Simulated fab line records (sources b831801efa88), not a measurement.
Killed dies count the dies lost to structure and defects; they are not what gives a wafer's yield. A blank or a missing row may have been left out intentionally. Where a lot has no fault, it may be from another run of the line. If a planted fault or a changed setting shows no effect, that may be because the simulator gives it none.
fab line records    flow sky130
record: lots: 5  wafers: 15  last_day: 50
route steps=708 shown METAL1@441 VIA1@458 PAD_OPEN@708
lots untouched by any fault: they come from a run of this same line in which no faults occurred
start_h: hours from the record's first day to the start of the lot's first wafer shown    wait_h: hours elapsed since this lot's preceding step    " repeats the value in the row above    L1.1+2: a row that stands for several wafers    - no value, or no start given    * or withheld: withheld    < > ~ a bound
route shown NAME@n: names a module that has steps shown in the file, with the first one's number in the route    usual: average and standard deviation across the fault-free wafers    same: alike in all rows    chamber/n: place in a boat    sites: each site's reading    _std_site: the values' standard deviation    _edge_site: mean of outer sites minus mean of inner sites    radius_mm: for every site, how far away it sits from the centre of the wafer    mask NAME#n: copy n    behind: the most recent tool/chamber to have shaped the wafer    hold: why the lot went on hold/how many hours it stayed there/how the hold came to an end    device: transistor that didn't switch, given as n, p or np    end of line: the route-end tests of the same wafers    step lacking rows: just its recipe    killed: count of dies lost to structure and defects at first sort (not the wafer's yield)    map: the dies of a wafer, with x for killed, . for not killed, _ for no die there
set.NAME: the setting as run; set.NAME@STEP: as run at that earlier step    model.NAME: the simulator's own value behind a step, which no gauge read
lots at selected steps of the route; one table per step, one row per wafer
services: a tool's chamber out of use, with start hour (start_h, from the record's first day; less than 0 if before it), hours out, and reason
== steps ==
step: SKY_METAL1_DEHYDRATE_07
recipe: temp_c: 200  time_s: 60
step: SKY_METAL1_HMDS_08
recipe: prime_time_s: 60  prime_temp_c: 120
step: SKY_METAL1_COAT_09
recipe: resist: BARC  temp_c: withheld  time_s: withheld  spin_rpm: 3000  resist_thk_nm: 60
step: SKY_METAL1_COAT_10
recipe: resist: KrF-thick  spin_rpm: 3000  resist_thk_nm: 450
step: SKY_METAL1_SOFTBAKE_11
recipe: temp_c: 100  time_s: 90  resist: KrF-thick
step: SKY_METAL1_EXPOSE_12
recipe: mask_id: MM1  na: 0.8  source_shape: annular  sigma_inner: 0.55  sigma_outer: 0.85  target_cd_nm: 140  dose_mj: 28
step: SKY_METAL1_PEB_13
recipe: peb_temp_c: withheld  peb_time_s: withheld  resist: KrF-thick
step: SKY_METAL1_DEVELOP_14
recipe: develop_time_s: 60  resist: KrF-thick  dev_temp_c: 21
step: SKY_METAL1_DESCUM_17
recipe: chemistry: O2  source_power_w: 150  bias_power_w: 0  pressure_mtorr: 10  temp_c: 40  time_s: 8
step: SKY_METAL1_ETCH_18
recipe: chemistry: N2/H2  target: BARC  ion_energy_ev: 200  bias_w: 100  pressure_mtorr: 30  n2_flow_sccm: 100  h2_flow_sccm: 200  icp_w: 500  stop_on: SiO2  time_s: 45.9  target_depth_a: 600
step: SKY_METAL1_METAL_ETCH_19
recipe: target_depth_a: 3600  stop_on: SiO2  over_etch_frac: 0.3  time_s: 76.42  chemistry: Cl2/BCl3  resist_sidewall_deg: 88  pressure_mtorr: 10  icp_w: 900  bias_w: 48.5  Cl2_flow_sccm: 60  bcl3_flow_sccm: 30
usual: drypump_motor_current_A: 5.42/0.29  mfc_cl2_sccm: 59.94/0.19  oes_product_au: 0.865/0.0056  throttle_valve_pct: 22.264/0.0093
lot.wafer  tool          chamber  start_h  wait_h  drypump_motor_current_A  mfc_cl2_sccm  oes_product_au  rf_hours_counter_h  throttle_valve_pct
L280.1     rie_metal-01  0        795.26   0.0     5.11                     59.97         0.872           14                  22.256
L280.3     "             0        "        "       5.11                     60.05         0.856           -                   22.256
L280.6     "             1        "        "       5.26                     60.02         0.855           -                   22.252
L287.1     rie_metal-01  0        850.59   0.0     5.11                     59.92         0.865           16                  22.268
L287.5     "             1        "        "       5.27                     60.08         0.862           -                   22.260
L287.6     "             0        "        "       5.12                     59.79         0.860           -                   22.267
L294.1     rie_metal-01  0        905.26   0.0     5.12                     60.13         0.863           0                   22.260
L294.3     "             0        "        "       5.12                     60.17         0.858           -                   22.263
L294.6     "             1        "        "       5.25                     59.86         0.860           -                   22.277
L297.2     rie_metal-01  0        925.79   0.1     5.11                     60.00         0.865           -                   22.260
L297.3     "             0        "        "       5.11                     59.91         0.867           -                   22.267
L297.6     "             0        "        "       5.11                     60.26         0.877           -                   22.265
L299.1     rie_metal-01  1        932.91   0.0     5.24                     60.01         0.863           10                  22.266
L299.4     "             0        "        "       5.13                     60.29         0.866           -                   22.259
L299.5     "             1        "        "       5.24                     60.01         0.863           -                   22.265
step: SKY_METAL1_STRIP_20
recipe: chemistry: O2/N2  power_w: 1400  pressure_mtorr: 1500  platen_temp_c: withheld  o2_flow_sccm: 3000  n2_flow_sccm: 300  overash_fraction: 0.5
step: SKY_METAL1_STRIP_21
recipe: chemistry: post_etch_residue_remover  time_s: 1200  temp_c: 72.5
step: SKY_METAL1_CLEAN_22
recipe: chemistry: IPA  time_s: 180  temp_c: 25
step: SKY_METAL1_CLEAN_23
recipe: chemistry: O3/DIW  dry: n2_spin
step: SKY_VIA1_HDPCVD_00
recipe: material: SiO2  target_thk_nm: 1030  sigma_open_frac: 0.3  time_s: 171.7  temp_c: 400  sih4_flow_sccm: 62.47  pressure_mtorr: 6
step: SKY_VIA1_CMP_02
recipe: material: SiO2  down_force_psi: 4  platen_rpm: 60  pad_velocity_m_s: 0.94248
step: SKY_VIA1_DEHYDRATE_04
recipe: temp_c: 200  time_s: 60
step: SKY_VIA1_HMDS_05
recipe: prime_time_s: 60  prime_temp_c: 120
step: SKY_VIA1_COAT_06
recipe: resist: BARC  temp_c: withheld  time_s: withheld  spin_rpm: 3000  resist_thk_nm: 60
step: SKY_VIA1_COAT_07
recipe: resist: KrF-thick  spin_rpm: 3000  resist_thk_nm: 450
step: SKY_VIA1_SOFTBAKE_08
recipe: temp_c: 100  time_s: 90  resist: KrF-thick
step: SKY_VIA1_EXPOSE_09
recipe: mask_id: VIM  na: 0.8  source_shape: annular  sigma_inner: 0.55  sigma_outer: 0.85  target_cd_nm: 150  dose_mj: 38
step: SKY_VIA1_PEB_10
recipe: peb_temp_c: withheld  peb_time_s: withheld  resist: KrF-thick
step: SKY_VIA1_DEVELOP_11
recipe: develop_time_s: 60  resist: KrF-thick  dev_temp_c: 21
step: SKY_VIA1_ETCH_14
recipe: chemistry: N2/H2  target: BARC  ion_energy_ev: 200  source_w: 500  bias_w: 100  pressure_mtorr: 30  n2_flow_sccm: 100  h2_flow_sccm: 200  stop_on: SiO2  time_s: 45.9  target_depth_a: 600
step: SKY_VIA1_ETCH_15
recipe: target: SiO2  chemistry: C4F8/O2/Ar  target_depth_nm: 351  stop_on: TiN  mask_material: KrF-thick  source_w: 1500  bias_w: 1200  pressure_mtorr: 40  c4f8_flow_sccm: withheld  O2_flow_sccm: 6  Ar_flow_sccm: 300  time_s: 54
step: SKY_VIA1_STRIP_16
recipe: chemistry: O2/N2  power_w: 1400  pressure_mtorr: 1500  platen_temp_c: withheld  o2_flow_sccm: 3000  n2_flow_sccm: 300  overash_fraction: 0.5
step: SKY_VIA1_STRIP_17
recipe: chemistry: post_etch_residue_remover  time_s: 1200  temp_c: 72.5
step: SKY_VIA1_CLEAN_18
recipe: chemistry: IPA  time_s: 180  temp_c: 25
step: SKY_VIA1_CLEAN_19
recipe: chemistry: O3/DIW  dry: n2_spin
step: SKY_VIA1_SPUTTER_20
recipe: material: TiN  target_thk_nm: 20  chamber_pressure_pa: 5  power_w: 4000  time_s: 80
step: SKY_VIA1_CVD_21
recipe: material: W  target_thk_nm: 270  time_s: 80.902  temp_c: 400  pressure_torr: 40
step: SKY_VIA1_CMP_24
recipe: stop_on: SiO2  t_overpolish_s: 15  down_force_psi: 3.5  platen_rpm: 60  target_thk_nm: 0  pad_velocity_m_s: 0.94248
step: SKY_PAD_OPEN_PROBE_99
usual: defect_limited_yield: 82.6/2.1  killed_at_M0_to_M3: 42/7.6  killed_at_M4_up: 3.4/2  killed_at_contacts: 24/5.9  killed_at_front_end: 16/4.5  killed_dies: 86/10  killed_open: 47/7.6  killed_short: 39/6.7  sort_bin_3_pad_short: 0.9/0.42  sort_bin_5_function: 10.3/1.7  sort_bin_6_memory: 6.2/1.2  sort_n_pass: 406/10  sort_yield_pct: 82.6/2.1
same: gross_dies: 492  killed_at_back_side: 0  killed_at_other: 0  sort_bin_4_leakage[%]: 0  sort_bin_8_speed[%]: 0
lot.wafer  tool       chamber  start_h  wait_h  defect_limited_yield[%]  killed_at_M0_to_M3  killed_at_M4_up  killed_at_contacts  killed_at_front_end  killed_dies  killed_open  killed_short  sort_bin_3_pad_short[%]  sort_bin_5_function[%]  sort_bin_6_memory[%]  sort_n_pass  sort_yield_pct[%]  model.etest.tester.sort_n_pass  model.etest.tester.sort_yield_pct  model.etest.tester.sort_bin_5_pct  model.etest.tester.sort_bin_3_pct
L280.1     prober-02  -        1102.68  0.1     84.6                     41                  2                16                  17                   76           46           29            0.4                      9.1                     5.9                   416          84.6               416                             84.55                              9.146                              0.4065
L280.3     prober-02  -        1102.78  0.2     79.3                     57                  4                30                  11                   102          47           55            2.0                      12.4                    6.3                   390          79.3               390                             79.27                              12.4                               2.033
L280.6     prober-02  -        1102.93  0.2     85.4                     33                  0                23                  16                   72           43           29            0.4                      7.5                     6.7                   420          85.4               420                             85.37                              7.52                               0.4065
L287.1     prober-02  -        1142.85  0.2     82.1                     37                  3                37                  11                   88           47           41            0.6                      13.0                    4.3                   404          82.1               404                             82.11                              13.01                              0.6098
L287.5     prober-02  -        1143.05  0.3     80.5                     39                  8                29                  20                   96           57           39            0.6                      12.4                    6.5                   396          80.5               396                             80.49                              12.4                               0.6098
L287.6     prober-02  -        1143.10  0.4     80.7                     51                  1                26                  17                   95           52           43            1.0                      12.4                    5.9                   397          80.7               397                             80.69                              12.4                               1.016
L294.1     prober-02  -        1179.83  0.1     70.9                     94                  6                28                  15                   143          52           36            3.3                      18.3                    7.5                   349          70.9               349                             70.94                              18.29                              3.252
L294.3     prober-02  -        1179.93  0.2     72.8                     99                  0                14                  21                   134          45           34            4.1                      14.8                    8.3                   358          72.8               358                             72.76                              14.84                              4.065
L294.6     prober-02  -        1180.08  0.2     83.5                     39                  2                27                  13                   81           37           44            1.6                      8.7                     6.1                   411          83.5               411                             83.54                              8.74                               1.626
L297.2     prober-02  -        1193.63  0.1     73.2                     95                  0                26                  11                   132          41           37            4.3                      16.3                    6.3                   360          73.2               360                             73.17                              16.26                              4.268
L297.3     prober-02  -        1193.68  0.2     72.0                     102                 5                15                  16                   138          40           42            4.7                      15.9                    7.5                   354          72.0               354                             71.95                              15.85                              4.675
L297.6     prober-02  -        1193.83  0.2     72.8                     88                  4                21                  21                   134          46           36            4.1                      17.7                    5.5                   358          72.8               358                             72.76                              17.68                              4.065
L299.1     prober-02  -        1200.87  1.9     84.1                     50                  1                17                  10                   78           42           36            0.6                      9.1                     6.1                   414          84.1               414                             84.15                              9.146                              0.6098
L299.4     prober-02  -        1201.02  2.0     73.8                     77                  4                34                  14                   129          45           36            4.5                      14.0                    7.7                   363          73.8               363                             73.78                              14.02                              4.472
L299.5     prober-02  -        1201.07  2.1     84.8                     42                  1                19                  13                   75           45           30            0.6                      8.7                     5.9                   417          84.8               417                             84.76                              8.74                               0.6098
killed by level:class
L280.1 VIA1:geometric_particle:open=10 VIA2:geometric_particle:open=7 VIA3:geometric_particle:open=6 CONTACT:geometric_particle:open=5 METAL2:geometric_particle:short=5 LI_CONTACT:geometric_particle:open=4 METAL1:geometric_particle:short=4 FIELD_ISO:geometric_particle:short=3
L280.3 VIA1:geometric_particle:open=17 VIA1:geometric_particle:short=10 LI_CONTACT:geometric_particle:short=7 LOCAL_INTERCONNECT:geometric_particle:short=7 CONTACT:geometric_particle:short=6 VIA2:geometric_particle:open=6 VIA3:geometric_particle:open=5 FIELD_ISO:geometric_particle:short=4
L280.6 CONTACT:geometric_particle:open=10 VIA1:geometric_particle:open=10 FIELD_ISO:geometric_particle:open=6 LI_CONTACT:geometric_particle:open=6 FIELD_ISO:geometric_particle:short=5 METAL2:geometric_particle:short=5 VIA3:geometric_particle:open=5 LOCAL_INTERCONNECT:geometric_particle:short=4
L287.1 CONTACT:geometric_particle:open=13 LI_CONTACT:geometric_particle:open=11 METAL2:geometric_particle:short=8 VIA1:geometric_particle:short=6 VIA2:geometric_particle:open=5 VIA3:geometric_particle:open=5 FIELD_ISO:geometric_particle:short=4 VIA1:geometric_particle:open=4
L287.5 CONTACT:geometric_particle:open=14 VIA1:geometric_particle:open=10 METAL1:geometric_particle:short=8 LI_CONTACT:geometric_particle:open=6 VIA2:geometric_particle:open=6 POLY_GATE:geometric_particle:short=5 POLY_GATE:geometric_particle:open=5 VIA3:geometric_particle:open=5
L287.6 VIA1:geometric_particle:open=13 LI_CONTACT:geometric_particle:open=12 CONTACT:geometric_particle:open=6 CONTACT:geometric_particle:short=6 VIA1:geometric_particle:short=6 METAL2:geometric_particle:short=6 FIELD_ISO:geometric_particle:short=5 VIA3:geometric_particle:short=5
L294.1 METAL1:unspecified=55 VIA1:geometric_particle:open=9 VIA2:geometric_particle:open=9 POLY_GATE:geometric_particle:open=7 LI_CONTACT:geometric_particle:open=7 CONTACT:geometric_particle:open=7 VIA3:geometric_particle:open=7 METAL4:geometric_particle:short=6
L294.3 METAL1:unspecified=55 FIELD_ISO:geometric_particle:short=9 VIA1:geometric_particle:open=9 VIA3:geometric_particle:open=8 FIELD_ISO:geometric_particle:open=7 CONTACT:geometric_particle:open=6 METAL2:geometric_particle:short=6 VIA2:geometric_particle:open=4
L294.6 CONTACT:geometric_particle:open=9 METAL2:geometric_particle:short=8 CONTACT:geometric_particle:short=7 VIA1:geometric_particle:open=7 VIA2:geometric_particle:open=7 LI_CONTACT:geometric_particle:open=6 METAL1:geometric_particle:short=5 FIELD_ISO:geometric_particle:open=4
L297.2 METAL1:unspecified=54 LI_CONTACT:geometric_particle:open=11 VIA1:geometric_particle:open=11 METAL1:geometric_particle:short=10 VIA3:geometric_particle:open=6 LOCAL_INTERCONNECT:geometric_particle:short=5 VIA1:geometric_particle:short=5 FIELD_ISO:geometric_particle:open=4
L297.3 METAL1:unspecified=56 CONTACT:geometric_particle:open=10 VIA1:geometric_particle:open=9 VIA3:geometric_particle:open=8 FIELD_ISO:geometric_particle:short=7 METAL2:geometric_particle:short=7 METAL1:geometric_particle:short=5 VIA1:geometric_particle:short=4
L297.6 METAL1:unspecified=52 LI_CONTACT:geometric_particle:open=10 VIA1:geometric_particle:open=10 METAL1:geometric_particle:short=9 FIELD_ISO:geometric_particle:short=6 CONTACT:geometric_particle:open=6 POLY_GATE:geometric_particle:open=5 METAL2:geometric_particle:short=5
L299.1 VIA3:geometric_particle:open=9 CONTACT:geometric_particle:open=9 VIA1:geometric_particle:open=8 METAL2:geometric_particle:short=7 VIA2:geometric_particle:short=5 LOCAL_INTERCONNECT:geometric_particle:short=4 VIA1:geometric_particle:short=4 METAL1:geometric_particle:short=4
L299.4 METAL1:unspecified=48 CONTACT:geometric_particle:open=15 VIA1:geometric_particle:open=8 FIELD_ISO:geometric_particle:short=7 LOCAL_INTERCONNECT:geometric_particle:short=6 VIA2:geometric_particle:open=5 LI_CONTACT:geometric_particle:open=4 LI_CONTACT:geometric_particle:short=4
L299.5 VIA1:geometric_particle:open=11 CONTACT:geometric_particle:open=10 VIA3:geometric_particle:open=8 VIA2:geometric_particle:open=6 METAL3:geometric_particle:short=5 LI_CONTACT:geometric_particle:open=4 VIA1:geometric_particle:short=4 FIELD_ISO:geometric_particle:open=3
map L294.1 (x killed, . not)
__________.....x...._________
________......xxx....._______
______.....x............_____
_____x.....xx......x.....____
____...x..............x.x.___
___.....x.xx......x.xx....x__
__xx.xx.x.......xx...x...x.._
_xxxxx.x.x.x...x.xx..x.......
_xxxxxxxx..x..x.....x.......x
_xxxxxxxxx......x......x...x.
_xxxxxxx........x......x....x
_xxxxxxx........x.....x.x.x..
_xxxxxxx.xx.xxx....x...x..x..
_xxxxxxx....x....x..xx.xxx.x.
_xxxxx.x.x.....x.x..........x
__.x.x..........x..........._
___.......x.....x..........__
____.x.......xx.........x.___
_____...xx...............____
______...x..x..x...x...._____
________.x........x..._______
__________.x........_________
map L297.3 (x killed, . not)
__________........x._________
________....x...x...x._______
______........x.x.x.x..x_____
_____.........x......x.xx____
____........x.............___
___x..xx.............x.....__
__...xx.x.....x...x..x......_
_xxxxxxxx.xx.......x.........
_xxxxxx.x................x...
_xxxxxx.....xx....x....x...xx
_xxxxxxxx...x.x.....x.......x
_xxxxxxxx..............xxx...
_xxxxxx.............xx.x.....
_xxxxxxx...x.xx.............x
_xxxxx......x...........xx...
__.xx....x...x...x.x.x...x.._
___.xx....x...x......x.....__
____...........x.x.x.....x___
_____................xx..____
______.x....x.xxx....x.._____
________.x....x....x.._______
__________...xx.xx.._________
== services ==
tool          chamber  start_h  hours  kind
rie_metal-01  0        880.59   -      clean
rie_metal-01  0        880.59   16.2   scheduled_down
rie_metal-01  0        880.59   16.2   vent_cycle
rie_metal-01  1        925.51   7.2    repair
== key ==
first_sign: step: SKY_PAD_OPEN_PROBE_99  reading: sort_bin_3_pad_short  direction: up  sigmas: 7.7  usual: 0.9  struck: 4.1
effect: step: SKY_PAD_OPEN_PROBE_99  reading: killed_at_M0_to_M3  direction: up  sigmas: 6.6  usual: 42  struck: 92
model_effect: step: SKY_PAD_OPEN_PROBE_99  value: etest.tester.sort_n_pass  without: 401.7  struck: 357
met_at SKY_METAL1_METAL_ETCH_19
struck_wafers L294.1,L294.3,L297.2,L297.3,L297.6,L299.4
onset_between 850.59 905.26
fault: kind: chamber_particle_source  tool: rie_metal-01  chamber: 0  onset_h: 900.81  steps: SKY_METAL1_METAL_ETCH_19  rate_per_visit_cm2: 1.6641  end_h: 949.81
